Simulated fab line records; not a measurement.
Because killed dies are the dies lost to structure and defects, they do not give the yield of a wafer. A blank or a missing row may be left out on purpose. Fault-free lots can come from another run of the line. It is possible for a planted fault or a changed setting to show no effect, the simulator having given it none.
Code-filled problem report in 8D (eight disciplines) form -- flow gf180mcu -- the parts of the form that need people (team, actions taken, sign-off) are left out

## 1. PROBLEM STATEMENT
Wafers free of any fault read 565 (standard deviation 6.6) for VT_IMPLANT_TW at GF_VT_IMPLANT_TW_MEAS_10, against a mean of 508 on 6 wafers of 2 lots. Measured from the usual mean, that is -8.6 standard deviations.
First seen on wafer L197.1, day 7 21:23, on film-metro-03. The record holds 39 wafers of 13 lots with a number at this step. Rule for "out" (also "out of limits"): further than 4 standard deviations from the usual mean. The other wafers with a number count as sound.

## 2. WHAT IT IS, WHAT IT ISN'T
question,is,is not
which readings at this step,VT_IMPLANT_TW,-
which lots,"L197, L198","L190, L191, L192, L193, L194, L199, L206, L207, L208, L209, L211"
which wafers of those lots,all that have a number,-
read on which gauges,"film-metro-02, film-metro-03",film-metro-01
when,from day 7 21:23,"up to then (15 sound wafers); but 18 sound wafers of L199, L206, L207, L208, L209, L211 came after"

## 3. THE SUSPECTS, EACH WITH WHAT RULES IT OUT
Counting: a tool at a process step up to the reading stays a suspect if it ran every lot that is out and no sound lot after the first of them.
- ruled out: the gauge at GF_VT_IMPLANT_TW_MEAS_10. The wafers that are out were read on 2 gauges (film-metro-02, film-metro-03).
- implanter-01 at GF_VT_IMPLANT_IMPLANT_08: ruled out as a lasting fault. Sound lots L208 ran on it after its first lot that is out, L197 (day 7 21:08).
Left after counting: nothing in the record.

## 4. THE CAUSE (what the simulator had put in)
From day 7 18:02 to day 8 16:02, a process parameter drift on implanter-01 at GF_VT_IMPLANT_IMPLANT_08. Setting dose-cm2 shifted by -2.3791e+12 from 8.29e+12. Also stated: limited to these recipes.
Counting ruled it out, wrongly: the rule takes a fault to strike every lot that its tool runs from its start on, and this one did not.

## 5. SEQUENCE OF EFFECTS, ordered by route
One row per reading whose mean, taken over the struck wafers that have a number, lies over 3 standard deviations from the usual. Readings are gone through only where the record gives a usual standard deviation; hours: the median, over the lots, of the time from a lot's start at the first step in this table giving one to that lot's start at this step; sigmas: the change measured in usual standard deviations.
hours,step,reading,usual,on struck wafers,change,sigmas
0,GF_VT_IMPLANT_IMPLANT_08,dose-ions-cm2,8.29e+12,5.91e+12,-2.38e+12,-99 or more
0,GF_VT_IMPLANT_IMPLANT_08,faraday-current-uA,46.9,33.4,-13.5,-15
0,GF_VT_IMPLANT_TW_MEAS_10,VT_IMPLANT_TW,565,508,-57,-8.6
Its process steps:
- GF_VT_IMPLANT_IMPLANT_08
At these later measuring or inspecting steps, every struck wafer for which the step has a row has a number for every such reading, and none has moved that far: GF_HV_LDD_OVL_MEAS_08, GF_PSD_CD_MEAS_07.

## 6. WHAT WOULD HAVE CAUGHT IT SOONER
The first out-of-limits reading at a measuring or inspecting step in this record came at day 7 21:23, 3 hours after the fault's start at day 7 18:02.
The tool's own readings at GF_VT_IMPLANT_IMPLANT_08 were out on every struck wafer that the step has a row for (dose-ions-cm2, faraday-current-uA): an alarm limit on them would have fired on the first of those.
